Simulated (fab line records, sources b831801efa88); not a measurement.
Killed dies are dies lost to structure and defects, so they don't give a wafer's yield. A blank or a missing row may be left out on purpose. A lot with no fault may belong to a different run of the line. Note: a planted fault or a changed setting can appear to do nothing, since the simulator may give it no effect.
fab line records    flow sfq-line
record: lots: 14  wafers: 42  last-day: 91
route steps=325 shown I4@164
lots that met no fault: from a run of the same line without faults
start-h: start of the lot's first displayed wafer, in hours after the record's first day    wait-h: hours since the lot's step before    " repeats the value in the row above    L1.1+2: a row that stands for several wafers    - no value, or no start was given    * or withheld: withheld    < > ~ a bound
route shown NAME@n: a module of which the file shows steps, and the number in the route of the first    usual: mean/standard deviation of fault-free wafers    same: alike in all rows    chamber/n: place in a boat    sites: the reading at each site    _std_site: standard deviation of those values    _edge_site: the outer-site mean with the inner-site mean subtracted    radius-mm: how far each site lies from the wafer's centre    mask NAME#n: copy n    behind: tool/chamber where the wafer was last shaped    hold: cause of the lot's hold/its duration in hours/its outcome    device: whichever transistor did not switch (one of n, p or np)    end of line: the route-end tests of the same wafers    for a step that has no rows: nothing shown but its recipe    killed: not the wafer's yield, but the dies lost to structure and defects at the first sort    map: the dies of a wafer, with x for killed, . for not killed, _ for no die there
set.NAME: the setting as run; set.NAME@STEP: as run at that earlier step    model.NAME: the simulator's own value behind a step, which no gauge read
steps of the route over a sample of lots; a table a step, a row a wafer
services: from which hour (start-h, from the record's first day; less than 0 if before it) a tool's chamber was out of use, for how many hours, and why
== steps ==
step: SFQ_TRILAYER_I4_CMP_CMP_100
recipe: material: SiO2  down-force-psi: 2.921  platen-rpm: 60  pad-velocity-m-s: 0.94248
usual: motor-current-A: 10.6/1.1  time-to-endpoint-s: 224/8.5
lot.wafer  tool    chamber  start-h  wait-h  motor-current-A  time-to-endpoint-s
L804.3     cmp-02  3        1080.45  1.5     10.7             228
L804.5     "       0        "        "       11.2             225
L804.6     "       1        "        "       10.2             221
L805.1     cmp-02  0        1083.46  0.0     10.9             224
L805.4     "       1        "        "       9.6              228
L805.6     "       1        1085.96  2.5     9.8              225
L806.4     cmp-01  0        1084.70  0.0     11.5             232
L806.5     "       0        1086.70  2.0     11.4             231
L806.6     "       1        "        "       9.5              223
L807.1     cmp-01  2        1090.70  3.5     8.9              224
L807.4     "       3        "        "       12.5             218
L807.6     "       2        1092.70  5.5     9.2              227
L808.3     cmp-02  0        1098.88  6.4     11.4             217
L808.4     "       1        "        "       10.1             224
L808.6     "       0        1100.88  8.4     11.1             227
L809.2     cmp-01  2        1102.70  0.9     8.5              220
L809.4     "       0        1103.70  1.9     11.8             233
L809.6     "       3        1105.20  3.4     11.7             219
L810.3     cmp-01  2        1109.64  2.0     9.3              217
L810.4     "       1        1111.14  3.5     9.2              223
L810.6     "       3        1112.14  4.5     12.0             221
L811.2     cmp-01  0        1113.14  3.1     11.0             232
L811.1     "       2        1114.14  4.1     8.7              221
L811.6     "       3        "        "       11.8             224
L814.2     cmp-02  0        1157.93  1.4     11.2             227
L814.4     "       1        "        "       10.0             229
L814.6     "       2        "        "       10.8             242
L815.3     cmp-01  1        1168.03  0.5     9.1              255
L815.6     "       0        1169.53  2.0     11.8             273
L815.5     "       1        "        "       9.4              261
L816.1     cmp-01  3        1174.57  0.0     12.2             248
L816.3     "       1        1175.57  1.0     9.8              259
L816.4     "       2        "        "       9.2              260
L817.1     cmp-02  0        1177.64  0.5     10.9             225
L817.2     "       2        1178.64  1.5     10.5             214
L817.5     "       0        1179.64  2.5     11.2             223
L818.3     cmp-02  1        1187.47  0.5     9.9              211
L818.2     "       2        "        "       10.5             211
L818.5     "       0        1188.97  2.0     11.0             214
L823.4     cmp-02  1        1221.41  1.0     9.8              223
L823.2     "       2        "        "       11.1             220
L823.6     "       3        "        "       10.4             230
step: SFQ_TRILAYER_I4_METRO_MEASURE_101
usual: thk-nm: 200.4/1
lot.wafer  tool           chamber  start-h  wait-h  thk-nm
L804.3     film-metro-01  -        1082.47  0.5     202.4
L804.5     "              -        "        "       201.1
L804.6     "              -        "        "       200.2
L805.1     film-metro-01  -        1086.58  0.1     200.2
L805.4     "              -        "        "       200.7
L805.6     "              -        "        "       200.4
L806.4     film-metro-04  -        1088.42  0.6     202.0
L806.5     "              -        "        "       201.7
L806.6     "              -        "        "       201.6
L807.1     film-metro-01  -        1093.82  0.1     201.1
L807.4     "              -        "        "       199.6
L807.6     "              -        "        "       200.4
L808.3     film-metro-02  -        1101.90  0.5     199.6
L808.4     "              -        "        "       200.2
L808.6     "              -        "        "       200.2
L809.2     film-metro-01  -        1106.02  0.3     201.0
L809.4     "              -        "        "       202.0
L809.6     "              -        "        "       197.1
L810.3     film-metro-04  -        1113.16  0.5     200.5
L810.4     "              -        "        "       201.6
L810.6     "              -        "        "       199.1
L811.1     film-metro-04  -        1115.76  0.1     200.2
L811.2     "              -        "        "       200.4
L811.6     "              -        "        "       197.6
L814.2     film-metro-01  -        1160.25  0.3     200.2
L814.4     "              -        "        "       201.1
L814.6     "              -        "        "       199.6
L815.3     film-metro-04  -        1171.05  0.5     150.9
L815.5     "              -        "        "       151.1
L815.6     "              -        "        "       151.0
L816.1     film-metro-04  -        1177.69  0.1     149.3
L816.3     "              -        "        "       150.1
L816.4     "              -        "        "       150.3
L817.1     film-metro-01  -        1180.26  0.1     200.6
L817.2     "              -        "        "       199.2
L817.5     "              -        "        "       200.1
L818.2     film-metro-04  -        1190.29  0.3     198.8
L818.3     "              -        "        "       199.3
L818.5     "              -        "        "       199.9
L823.2     film-metro-02  -        1223.73  0.3     200.1
L823.4     "              -        "        "       201.3
L823.6     "              -        "        "       201.5
step: SFQ_TRILAYER_I4_VIA_ETCH_VIA_ETCH_106
recipe: target: SiO2  stop-on: Nb  mask-material: PR  taper-deg: 20  chemistry: CHF3  target-depth-nm: 260  source-w: 500  bias-w: 81.01  pressure-mtorr: 30  time-s: withheld
usual: drypump-motor-current-A: 5.8/0.47  oes-product-au: 0.856/0.0051
lot.wafer  tool         chamber  start-h  wait-h  drypump-motor-current-A  oes-product-au
L804.3     rie-diel-02  2        1219.44  0.0     4.7                      0.854
L804.5     "            3        "        "       6.2                      0.861
L804.6     "            0        "        "       5.9                      0.850
L805.1     rie-diel-03  2        1223.04  0.0     5.6                      0.854
L805.4     "            3        "        "       5.9                      0.860
L805.6     "            0        "        "       5.7                      0.859
L806.4     rie-diel-01  1        1224.24  0.0     6.0                      0.856
L806.5     "            0        "        "       6.0                      0.859
L806.6     "            3        "        "       6.2                      0.867
L807.1     rie-diel-03  2        1226.64  0.0     5.6                      0.850
L807.4     "            3        "        "       5.9                      0.855
L807.6     "            0        "        "       5.8                      0.860
L808.3     rie-diel-01  3        1232.44  0.0     6.2                      0.858
L808.4     "            2        "        "       6.5                      0.854
L808.6     "            3        "        "       6.2                      0.858
L809.2     rie-diel-02  3        1236.04  0.0     6.1                      0.853
L809.4     "            0        "        "       5.9                      0.867
L809.6     "            1        "        "       6.0                      0.849
L810.3     rie-diel-02  2        1243.36  0.0     4.7                      0.861
L810.4     "            0        "        "       6.0                      0.864
L810.6     "            1        "        "       6.0                      0.842
L811.1     rie-diel-01  0        1246.96  0.0     6.0                      0.857
L811.2     "            3        "        "       6.2                      0.854
L811.6     "            1        "        "       6.0                      0.844
L814.2     rie-diel-01  2        1287.11  0.0     6.4                      0.855
L814.4     "            1        "        "       6.0                      0.863
L814.6     "            0        "        "       5.9                      0.862
L815.3     rie-diel-03  0        1301.51  0.0     5.8                      0.743
L815.5     "            3        "        "       5.9                      0.743
L815.6     "            0        "        "       5.7                      0.738
L816.1     rie-diel-02  3        1314.71  0.0     6.1                      0.732
L816.3     "            2        "        "       4.7                      0.731
L816.4     "            1        "        "       6.0                      0.738
L817.1     rie-diel-01  3        1318.31  0.0     6.2                      0.855
L817.2     "            1        "        "       6.0                      0.852
L817.5     "            1        "        "       6.0                      0.854
L818.2     rie-diel-02  1        1327.40  0.0     6.0                      0.840
L818.3     "            3        "        "       6.2                      0.850
L818.5     "            2        "        "       4.7                      0.855
L823.2     rie-diel-01  2        1359.80  0.0     6.4                      0.856
L823.4     "            0        "        "       5.9                      0.862
L823.6     "            0        "        "       5.9                      0.854
== services ==
tool           chamber  start-h  hours  kind
cmp-02         -        1070.80  1.6    repair
rie-diel-01    1        1079.64  5.6    repair
cmp-02         -        1089.46  4.0    pm
cmp-02         -        1095.95  2.4    repair
film-metro-04  -        1110.30  1.9    pm
film-metro-01  -        1120.70  1.0    pm
cmp-01         -        1122.07  4.7    repair
cmp-01         -        1122.55  0.9    repair
film-metro-04  -        1129.29  6.8    pm
rie-diel-01    3        1134.25  1.9    repair
rie-diel-01    0        1142.05  1.7    repair
cmp-02         -        1142.64  5.3    pm
cmp-01         -        1165.13  0.4    repair
film-metro-01  -        1166.42  0.6    pm
film-metro-01  -        1185.38  1.2    pm
cmp-02         -        1185.41  0.8    repair
cmp-01         -        1232.86  0.8    repair
film-metro-01  -        1244.28  1.4    pm
cmp-01         -        1260.56  4.0    pm
rie-diel-01    3        1260.61  10.9   repair
cmp-01         -        1268.44  1.7    repair
cmp-01         -        1279.56  5.5    pm
cmp-01         -        1285.02  3.8    pm
cmp-01         -        1321.58  0.4    repair
== key ==
first-sign: step: SFQ_TRILAYER_I4_CMP_CMP_100  reading: time-to-endpoint-s  direction: up  sigmas: 4.1  usual: *  struck: *
effect: step: SFQ_TRILAYER_I4_METRO_MEASURE_101  reading: thk-nm  direction: down  sigmas: 50  usual: 200.4  struck: 150.4
effect: step: SFQ_TRILAYER_I4_VIA_ETCH_VIA_ETCH_106  reading: oes-product-au  direction: down  sigmas: 23  usual: 0.856  struck: 0.738
met-at SFQ_TRILAYER_I4_CMP_CMP_100
struck-lots L815,L816
onset-between 1113.14 1168.03
fault: kind: process-parameter-drift  tool: cmp-01  chamber: -  onset-h: 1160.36  steps: SFQ_TRILAYER_I4_CMP_CMP_100  channel: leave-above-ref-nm  offset: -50  shape: step  end-h: 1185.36  acts-in: these-recipes-only  stated: 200
